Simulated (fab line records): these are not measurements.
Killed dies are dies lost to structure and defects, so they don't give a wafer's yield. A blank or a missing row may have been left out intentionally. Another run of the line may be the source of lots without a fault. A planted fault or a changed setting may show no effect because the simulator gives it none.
fab line records	flow sky130
record: lots: 6	wafers: 18	last_day: 50
route steps=708 shown GATE_OXIDE@187 PAD_OPEN@708
lots that met no fault: from a run of the same line without faults
start_h: the number of hours between the record's first day and the start of the first shown wafer of the lot	wait_h: how many hours have passed since the lot's step before this one	" same as the row above	L1.1+2: a row that stands for several wafers	- value missing, or start not given	* or withheld: withheld	< > ~ a bound
route shown NAME@n: names a module that has steps shown in the file, with the first one's number in the route	usual: the fault-free wafers' mean and standard deviation	same: alike in all rows	chamber/n: place in a boat	sites: readings site by site	_std_site: their standard deviation	_edge_site: mean of outer sites minus mean of inner sites	radius_mm: how far each site lies from the wafer's centre	mask NAME#n: copy n	behind: tool/chamber where the wafer was last shaped	hold: reason for holding the lot/hours on hold/outcome of the hold	device: which transistor (n, p or np) failed to switch	end of line: at the end of the route, the tests of the same wafers	a step with no rows: only its recipe	killed: not the wafer's yield, but the dies lost to structure and defects at the first sort	map: a wafer's dies, marking killed ones x, the rest . and places with no die _
set.NAME: the setting the step ran with; set.NAME@STEP: the setting that earlier step ran with	model.NAME: the simulator's own value behind a step, which no gauge read
a table for each step, a row for each wafer; lots at some steps of the route
services: when a tool's chamber went out of use (start_h, in hours from the record's first day, below 0 if earlier), for how many hours, and the reason
== steps ==
step: SKY_GATE_OXIDE_CLEAN_00
recipe: chemistry: SC1/SC2	mix: 1:4:20	temp_c: 70	time_s: 150	dry: n2_spin
step: SKY_GATE_OXIDE_OXIDATION_01
recipe: temp_c: 900	ambient: O2	stabilise_s: 600	purge_s: 300	target_thk_a: 102.68	ox_time_s: 1473
step: SKY_GATE_OXIDE_THK_MEAS_02
recipe: reads: SiO2_of_GATE_OXIDE_OXIDATION_01
usual: GATE_OXIDE_OXIDATION_00_THK: 10.33/0.18
lot.wafer	tool	chamber	start_h	wait_h	GATE_OXIDE_OXIDATION_00_THK[nm]
L479.2	film_metro-03	-	289.47	0.0	10.60
L479.4	"	-	"	"	10.40
L479.6	"	-	"	"	10.53
L486.2	film_metro-02	-	346.13	0.0	10.39
L486.3	"	-	"	"	10.23
L486.4	"	-	"	"	10.23
L491.1	film_metro-02	-	379.65	0.0	10.55
L491.3	"	-	"	"	10.78
L491.4	"	-	"	"	10.61
L492.1	film_metro-02	-	389.54	0.0	10.13
L492.3	"	-	"	"	10.21
L492.5	"	-	"	"	10.12
L494.2	film_metro-03	-	399.35	0.0	10.64
L494.4	"	-	"	"	10.54
L494.6	"	-	"	"	10.46
L502.2	film_metro-03	-	472.92	0.0	10.05
L502.3	"	-	"	"	10.09
L502.6	"	-	"	"	10.06
step: SKY_GATE_OXIDE_DEHYDRATE_03
recipe: temp_c: 200	time_s: 60
step: SKY_GATE_OXIDE_HMDS_04
recipe: prime_time_s: 60	prime_temp_c: 120
step: SKY_GATE_OXIDE_COAT_05
recipe: resist: NOVOLAK	spin_rpm: 3000	resist_thk_nm: 1140
step: SKY_GATE_OXIDE_SOFTBAKE_06
recipe: temp_c: 90	time_s: 60	resist: NOVOLAK
step: SKY_GATE_OXIDE_EXPOSE_07
recipe: mask_id: LVOM	na: 0.6	source_shape: conventional	sigma_outer: 0.6	polarization: unpolarized	target_cd_nm: 600	dose_mj: 170
step: SKY_GATE_OXIDE_PEB_08
recipe: temp_c: withheld	time_s: *	resist: NOVOLAK
step: SKY_GATE_OXIDE_DEVELOP_09
recipe: resist: NOVOLAK	developer: TMAH	develop_time_s: 60	dev_temp_c: 23
step: SKY_GATE_OXIDE_OVL_MEAS_10
usual: GATE_OXIDE_OVL: 0.2/1.4
lot.wafer	tool	chamber	start_h	wait_h	GATE_OXIDE_OVL[nm]
L479.2	overlay-02	-	314.58	0.1	0.1
L479.4	"	-	"	"	-0.6
L479.6	"	-	"	"	-1.4
L486.2	overlay-02	-	373.48	0.1	0.3
L486.3	"	-	"	"	1.7
L486.4	"	-	"	"	1.2
L491.1	overlay-01	-	408.07	0.1	-1.9
L491.3	"	-	"	"	0.4
L491.4	"	-	"	"	0.2
L492.1	overlay-01	-	419.12	0.1	2.6
L492.3	"	-	"	"	1.1
L492.5	"	-	"	"	1.2
L494.2	overlay-01	-	428.47	0.1	1.0
L494.4	"	-	"	"	0.4
L494.6	"	-	"	"	-0.3
L502.2	overlay-01	-	504.03	0.1	0.4
L502.3	"	-	"	"	1.4
L502.6	"	-	"	"	0.4
step: SKY_GATE_OXIDE_IMPLANT_11
recipe: species: B	energy_kev: 10	dose_cm2: 2.568e+12	tilt_deg: withheld
step: SKY_GATE_OXIDE_WET_ETCH_12
recipe: chemistry: dHF	target_depth_nm: 16.8	dry: n2_spin	target: SiO2	dilution: 100:1	temp_c: 25	time_s: 336
usual: bath_heat_duty_pct: 6.1/0.92	run_length_s: 365/4
lot.wafer	tool	chamber	start_h	wait_h	bath_heat_duty_pct	run_length_s	model.SiO2_of_FIELD_ISO_CVD_24.thk_nm
L479.2	wet_bench-03	1	314.76	0.1	5.4	363	364.7
L479.4	"	1	"	"	5.1	363	364.7
L479.6	"	1	"	"	4.5	363	364.7
L486.2	wet_bench-03	3	373.66	0.1	6.1	368	364.1
L486.3	"	3	"	"	6.4	368	364.4
L486.4	"	3	"	"	5.5	368	361.9
L491.1	wet_bench-02	2	408.25	0.1	-	-	381.3
L491.3	"	2	"	"	-	-	381.1
L491.4	"	2	"	"	-	-	382.6
L492.1	wet_bench-03	2	419.30	0.1	-	-	381
L492.3	"	2	"	"	-	-	384.1
L492.5	"	2	"	"	-	-	385.2
L494.2	wet_bench-04	0	428.65	0.1	6.5	371	367.4
L494.4	"	0	"	"	7.6	371	366.4
L494.6	"	0	"	"	6.1	371	365.4
L502.2	wet_bench-02	1	504.21	0.1	5.8	363	362.3
L502.3	"	1	"	"	5.0	363	362.1
L502.6	"	1	"	"	5.4	363	363.4
step: SKY_GATE_OXIDE_STRIP_13
recipe: chemistry: O2/N2	power_w: 1400	pressure_mtorr: 1500	platen_temp_c: withheld	o2_flow_sccm: 3000	n2_flow_sccm: 300	overash_fraction: 0.5
usual: drypump_motor_current_A: 6.1/0.57	oes_product_au: 0.716/0.0049	strip_time_to_endpoint_s: 14.16/0.037
lot.wafer	tool	chamber	start_h	wait_h	drypump_motor_current_A	oes_product_au	rf_hours_counter_h	strip_time_to_endpoint_s
L479.2	plasma_asher-03	0	314.86	0.0	6.6	0.714	62	14.20
L479.4	"	1	"	"	6.3	0.723	-	14.18
L479.6	"	0	"	"	6.6	0.719	-	14.17
L486.2	plasma_asher-02	0	373.77	0.0	6.2	0.722	51	14.14
L486.3	"	1	"	"	6.0	0.721	-	14.13
L486.4	"	0	"	"	6.2	0.710	-	14.19
L491.1	plasma_asher-03	1	408.37	0.0	6.3	0.721	72	14.21
L491.3	"	0	"	"	6.6	0.717	-	14.11
L491.4	"	1	"	"	6.3	0.712	-	14.17
L492.1	plasma_asher-01	1	419.40	0.0	6.4	0.714	74	14.14
L492.3	"	1	"	"	6.5	0.721	-	14.16
L492.5	"	1	"	"	6.5	0.709	-	14.15
L494.2	plasma_asher-03	0	428.76	0.0	6.6	0.713	75	14.15
L494.4	"	0	"	"	6.6	0.711	-	14.21
L494.6	"	1	"	"	6.3	0.712	-	14.21
L502.2	plasma_asher-03	1	504.31	0.0	6.3	0.712	81	14.22
L502.3	"	0	"	"	6.6	0.714	-	14.20
L502.6	"	1	"	"	6.3	0.717	-	14.24
step: SKY_GATE_OXIDE_TW_MEAS_14
usual: GATE_OXIDE_TW: 220.7/1.8
lot.wafer	tool	chamber	start_h	wait_h	GATE_OXIDE_TW
L479.2	film_metro-02	-	314.97	0.1	220.6
L479.4	"	-	"	"	220.6
L479.6	"	-	"	"	221.8
L486.2	film_metro-02	-	373.88	0.1	222.5
L486.3	"	-	"	"	221.9
L486.4	"	-	"	"	223.3
L491.1	film_metro-02	-	408.47	0.1	223.6
L491.3	"	-	"	"	222.2
L491.4	"	-	"	"	221.8
L492.1	film_metro-02	-	419.50	0.1	222.6
L492.3	"	-	"	"	222.6
L492.5	"	-	"	"	223.3
L494.2	film_metro-04	-	428.87	0.1	220.9
L494.4	"	-	"	"	222.2
L494.6	"	-	"	"	222.2
L502.2	film_metro-03	-	504.42	0.1	219.1
L502.3	"	-	"	"	217.6
L502.6	"	-	"	"	218.3
step: SKY_GATE_OXIDE_CLEAN_15
recipe: chemistry: SC1/SC2	mix: 1:4:20	temp_c: 70	time_s: 150	dry: n2_spin
lot.wafer	tool	chamber	start_h	wait_h	model.SiO2_of_FIELD_ISO_CVD_24.thk_nm
L479.2+4	wet_bench-04	2	315.02	0.0	364
L479.6	"	2	"	"	364.1
L486.2	wet_bench-02	1	373.93	0.0	363.4
L486.3	"	1	"	"	363.8
L486.4	"	1	"	"	361.2
L491.1	wet_bench-03	2	408.53	0.1	380.6
L491.3	"	2	"	"	380.4
L491.4	"	2	"	"	381.9
L492.1	wet_bench-02	0	419.56	0.1	380.3
L492.3	"	0	"	"	383.4
L492.5	"	0	"	"	384.5
L494.2	wet_bench-04	2	428.92	0.0	366.7
L494.4	"	2	"	"	365.7
L494.6	"	2	"	"	364.7
L502.2	wet_bench-03	0	504.47	0.0	361.6
L502.3	"	0	"	"	361.4
L502.6	"	0	"	"	362.7
step: SKY_GATE_OXIDE_OXIDATION_16
recipe: temp_c: 800	ambient: O2	idle_temp_c: 700	ramp_up_c_per_min: 10	ramp_down_c_per_min: 3	stabilise_s: 600	purge_s: 300	target_thk_a: 35.7	ox_time_s: 1915
step: SKY_PAD_OPEN_PROBE_99
usual: killed_at_M0_to_M3: 44/7.1	killed_at_M4_up: 3/1.6	killed_at_contacts: 24/5.4	killed_at_front_end: 15/4.7	killed_at_other: 0.3/0.51	killed_dies: 87/9.9	killed_on_rim: 17/4	killed_open: 48/7.6	killed_short: 39/6.3
same: gross_dies: 492	killed_at_back_side: 0
lot.wafer	tool	chamber	start_h	wait_h	killed_at_M0_to_M3	killed_at_M4_up	killed_at_contacts	killed_at_front_end	killed_at_other	killed_dies	killed_on_rim	killed_open	killed_short
L479.2	prober-02	-	1075.19	0.1	38	1	20	22	1	82	15	47	35
L479.4	prober-02	-	1075.29	0.2	45	4	40	11	1	101	19	55	46
L479.6	prober-02	-	1075.39	0.2	43	1	29	11	0	84	14	60	24
L486.2	prober-02	-	1132.25	0.1	36	3	23	13	0	75	14	37	38
L486.3	prober-02	-	1132.30	0.2	36	1	25	28	1	91	15	54	37
L486.4	prober-02	-	1132.35	0.2	33	7	28	17	0	85	20	51	34
L491.1	prober-01	-	1143.72	0.1	55	4	16	415	2	492	96	54	44
L491.3	prober-01	-	1143.82	0.2	44	3	23	421	1	492	96	47	41
L491.4	prober-01	-	1143.87	0.2	52	2	19	419	0	492	96	44	43
L492.1	prober-02	-	1153.89	0.1	46	1	29	416	0	492	96	51	40
L492.3	prober-02	-	1153.99	0.2	51	1	20	418	2	492	96	52	36
L492.5	prober-02	-	1154.09	0.2	46	3	21	422	0	492	96	51	40
L494.2	prober-02	-	1158.08	0.1	46	4	37	18	1	106	21	60	46
L494.4	prober-02	-	1158.18	0.2	28	2	21	20	0	71	15	41	30
L494.6	prober-02	-	1158.28	0.2	51	3	26	10	0	90	18	42	48
L502.2	prober-02	-	1196.29	0.1	50	3	19	7	1	80	12	45	35
L502.3	prober-02	-	1196.34	0.2	44	1	18	18	0	81	18	45	36
L502.6	prober-02	-	1196.49	0.2	48	5	38	12	0	103	21	51	52
killed by level:class
L479.2 CONTACT:geometric_particle:open=9 VIA1:geometric_particle:open=8 VIA2:geometric_particle:open=7 VIA2:geometric_particle:short=7 LI_CONTACT:geometric_particle:open=6 FIELD_ISO:geometric_particle:open=5 POLY_GATE:geometric_particle:short=5 POLY_GATE:geometric_particle:open=4
L479.4 CONTACT:geometric_particle:open=14 VIA3:geometric_particle:open=12 LI_CONTACT:geometric_particle:open=9 LOCAL_INTERCONNECT:geometric_particle:short=8 VIA2:geometric_particle:open=8 CONTACT:geometric_particle:short=7 METAL2:geometric_particle:short=6 METAL1:geometric_particle:short=5
L479.6 CONTACT:geometric_particle:open=14 VIA1:geometric_particle:open=13 LI_CONTACT:geometric_particle:open=11 VIA3:geometric_particle:open=9 POLY_GATE:geometric_particle:short=6 VIA2:geometric_particle:open=6 METAL1:geometric_particle:short=4 VIA3:geometric_particle:short=3
L486.2 VIA1:geometric_particle:open=12 LI_CONTACT:geometric_particle:open=11 METAL1:geometric_particle:short=8 POLY_GATE:geometric_particle:short=5 CONTACT:geometric_particle:short=5 VIA2:geometric_particle:open=5 VIA3:geometric_particle:short=4 LOCAL_INTERCONNECT:geometric_particle:short=4
L486.3 CONTACT:geometric_particle:open=12 VIA1:geometric_particle:open=10 VIA3:geometric_particle:open=8 POLY_GATE:geometric_particle:open=6 SPACER:geometric_particle:short=6 FIELD_ISO:geometric_particle:short=5 LI_CONTACT:geometric_particle:open=5 POLY_GATE:geometric_particle:short=4
L486.4 VIA1:geometric_particle:open=11 CONTACT:geometric_particle:open=8 VIA2:geometric_particle:open=8 LOCAL_INTERCONNECT:geometric_particle:short=6 POLY_GATE:geometric_particle:short=5 LI_CONTACT:geometric_particle:open=4 CONTACT:geometric_particle:short=4 VIA3:geometric_particle:open=4
L491.1 GATE_OXIDE:area_etch=394 VIA1:geometric_particle:open=14 VIA3:geometric_particle:open=8 CONTACT:geometric_particle:open=7 METAL2:geometric_particle:short=7 FIELD_ISO:geometric_particle:open=6 VIA1:geometric_particle:short=6 POLY_GATE:geometric_particle:short=5
L491.3 GATE_OXIDE:area_etch=404 VIA1:geometric_particle:open=12 CONTACT:geometric_particle:open=8 VIA1:geometric_particle:short=7 CONTACT:geometric_particle:short=6 VIA2:geometric_particle:short=5 LI_CONTACT:geometric_particle:open=5 VIA3:geometric_particle:open=5
L491.4 GATE_OXIDE:area_etch=405 VIA1:geometric_particle:open=14 VIA1:geometric_particle:short=10 METAL2:geometric_particle:short=8 CONTACT:geometric_particle:open=7 POLY_GATE:geometric_particle:short=5 LI_CONTACT:geometric_particle:short=5 POLY_GATE:geometric_particle:open=4
L492.1 GATE_OXIDE:area_etch=401 CONTACT:geometric_particle:open=14 VIA1:geometric_particle:open=13 VIA2:geometric_particle:open=7 VIA1:geometric_particle:short=6 LI_CONTACT:geometric_particle:open=6 METAL2:geometric_particle:short=6 FIELD_ISO:geometric_particle:open=5
L492.3 GATE_OXIDE:area_etch=404 VIA1:geometric_particle:open=11 VIA3:geometric_particle:open=8 METAL1:geometric_particle:short=7 VIA1:geometric_particle:short=7 POLY_GATE:geometric_particle:open=6 CONTACT:geometric_particle:open=6 LI_CONTACT:geometric_particle:open=5
L492.5 GATE_OXIDE:area_etch=401 VIA1:geometric_particle:open=11 METAL1:geometric_particle:short=8 POLY_GATE:geometric_particle:open=7 CONTACT:geometric_particle:open=7 LI_CONTACT:geometric_particle:open=5 METAL2:geometric_particle:short=5 VIA3:geometric_particle:open=5
L494.2 CONTACT:geometric_particle:open=13 VIA3:geometric_particle:open=9 LI_CONTACT:geometric_particle:open=9 LOCAL_INTERCONNECT:geometric_particle:short=7 METAL1:geometric_particle:short=7 VIA1:geometric_particle:open=7 VIA1:geometric_particle:short=6 VIA2:geometric_particle:open=6
L494.4 CONTACT:geometric_particle:open=9 FIELD_ISO:geometric_particle:open=7 VIA2:geometric_particle:open=7 VIA3:geometric_particle:open=5 POLY_GATE:geometric_particle:short=4 LI_CONTACT:geometric_particle:open=4 POLY_GATE:geometric_particle:open=3 SPACER:geometric_particle:short=3
L494.6 METAL1:geometric_particle:short=11 VIA1:geometric_particle:open=9 VIA3:geometric_particle:open=9 CONTACT:geometric_particle:open=8 VIA3:geometric_particle:short=6 CONTACT:geometric_particle:short=5 LI_CONTACT:geometric_particle:open=5 LI_CONTACT:geometric_particle:short=4
L502.2 LI_CONTACT:geometric_particle:open=9 METAL3:geometric_particle:short=9 VIA1:geometric_particle:open=9 VIA3:geometric_particle:open=7 METAL1:geometric_particle:short=6 CONTACT:geometric_particle:open=6 VIA2:geometric_particle:open=5 METAL1:geometric_particle:open=4
L502.3 METAL2:geometric_particle:short=10 VIA1:geometric_particle:open=10 LI_CONTACT:geometric_particle:open=7 CONTACT:geometric_particle:open=7 FIELD_ISO:geometric_particle:open=6 FIELD_ISO:geometric_particle:short=6 VIA3:geometric_particle:short=6 VIA2:geometric_particle:short=5
L502.6 CONTACT:geometric_particle:open=12 LI_CONTACT:geometric_particle:open=10 VIA1:geometric_particle:open=9 CONTACT:geometric_particle:short=8 METAL2:geometric_particle:short=8 METAL1:geometric_particle:short=7 POLY_GATE:geometric_particle:short=6 VIA2:geometric_particle:open=6
map L491.1 (x killed, . not)
__________xxxxxxxxxx_________
________xxxxxxxxxxxxxx_______
______xxxxxxxxxxxxxxxxxx_____
_____xxxxxxxxxxxxxxxxxxxx____
____xxxxxxxxxxxxxxxxxxxxxx___
___xxxxxxxxxxxxxxxxxxxxxxxx__
__xxxxxxxxxxxxxxxxxxxxxxxxxx_
_xxxxxxxxxxxxxxxxxxxxxxxxxxxx
_xxxxxxxxxxxxxxxxxxxxxxxxxxxx
_xxxxxxxxxxxxxxxxxxxxxxxxxxxx
_xxxxxxxxxxxxxxxxxxxxxxxxxxxx
_xxxxxxxxxxxxxxxxxxxxxxxxxxxx
_xxxxxxxxxxxxxxxxxxxxxxxxxxxx
_xxxxxxxxxxxxxxxxxxxxxxxxxxxx
_xxxxxxxxxxxxxxxxxxxxxxxxxxxx
__xxxxxxxxxxxxxxxxxxxxxxxxxx_
___xxxxxxxxxxxxxxxxxxxxxxxx__
____xxxxxxxxxxxxxxxxxxxxxx___
_____xxxxxxxxxxxxxxxxxxxx____
______xxxxxxxxxxxxxxxxxx_____
________xxxxxxxxxxxxxx_______
__________xxxxxxxxxx_________
map L492.1 (x killed, . not)
__________xxxxxxxxxx_________
________xxxxxxxxxxxxxx_______
______xxxxxxxxxxxxxxxxxx_____
_____xxxxxxxxxxxxxxxxxxxx____
____xxxxxxxxxxxxxxxxxxxxxx___
___xxxxxxxxxxxxxxxxxxxxxxxx__
__xxxxxxxxxxxxxxxxxxxxxxxxxx_
_xxxxxxxxxxxxxxxxxxxxxxxxxxxx
_xxxxxxxxxxxxxxxxxxxxxxxxxxxx
_xxxxxxxxxxxxxxxxxxxxxxxxxxxx
_xxxxxxxxxxxxxxxxxxxxxxxxxxxx
_xxxxxxxxxxxxxxxxxxxxxxxxxxxx
_xxxxxxxxxxxxxxxxxxxxxxxxxxxx
_xxxxxxxxxxxxxxxxxxxxxxxxxxxx
_xxxxxxxxxxxxxxxxxxxxxxxxxxxx
__xxxxxxxxxxxxxxxxxxxxxxxxxx_
___xxxxxxxxxxxxxxxxxxxxxxxx__
____xxxxxxxxxxxxxxxxxxxxxx___
_____xxxxxxxxxxxxxxxxxxxx____
______xxxxxxxxxxxxxxxxxx_____
________xxxxxxxxxxxxxx_______
__________xxxxxxxxxx_________
== services ==
tool	chamber	start_h	hours	kind
plasma_asher-02	-	301.80	0.9	repair
plasma_asher-02	-	307.46	35.1	pm
plasma_asher-03	-	332.07	2.8	pm
plasma_asher-01	-	421.25	9.0	pm
plasma_asher-01	0	421.25	9.0	vent_cycle
plasma_asher-01	1	421.25	9.0	vent_cycle
plasma_asher-01	0	430.25	-	clean
plasma_asher-01	1	430.25	-	clean
plasma_asher-03	-	437.57	1.1	repair
plasma_asher-03	-	442.62	6.7	repair
plasma_asher-01	-	457.79	1.4	repair
plasma_asher-03	-	466.06	1.7	repair
wet_bench-02	-	471.06	1.9	pm
wet_bench-03	-	474.52	7.4	repair
== key ==
first_sign: step: SKY_GATE_OXIDE_WET_ETCH_12	reading: tool_record	direction: missing
effect: step: SKY_PAD_OPEN_PROBE_99	reading: killed_at_front_end	direction: up	sigmas: 86	usual: 15	struck: 418
model_effect: step: SKY_GATE_OXIDE_WET_ETCH_12	value: SiO2_of_FIELD_ISO_CVD_24.thk_nm	without: 364	struck: 382.5
model_effect: step: SKY_GATE_OXIDE_CLEAN_15	value: SiO2_of_FIELD_ISO_CVD_24.thk_nm	without: 363.4	struck: 381.9
more_kills_born_at: SKY_GATE_OXIDE_WET_ETCH_12@wet_bench-03: 1206	SKY_GATE_OXIDE_WET_ETCH_12@wet_bench-02: 1203
met_at SKY_GATE_OXIDE_WET_ETCH_12
struck_wafers L491.1,L491.3,L491.4,L492.1,L492.3,L492.5
later_rows_left_out L491.1,L491.3,L491.4,L492.1,L492.3,L492.5
tester_left_out L491,L492
onset_between 373.66 408.25
fault: kind: skipped_step_whole	tool: wet_bench-02,wet_bench-03	chamber: -	onset_h: 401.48	steps: SKY_GATE_OXIDE_WET_ETCH_12	scope: struck_lots_only
tester_left_out: of these lots the tester's yield and bins aren't shown, on N5 and GAA mostly nor the transistor test; their killed dies are dies lost to structure and defects alone, not to doping, threshold or leakage, so they don't give the yield
later_rows_left_out: the simulator's readings of these wafers behind a module that went badly wrong aren't trusted and aren't shown, but for the sort
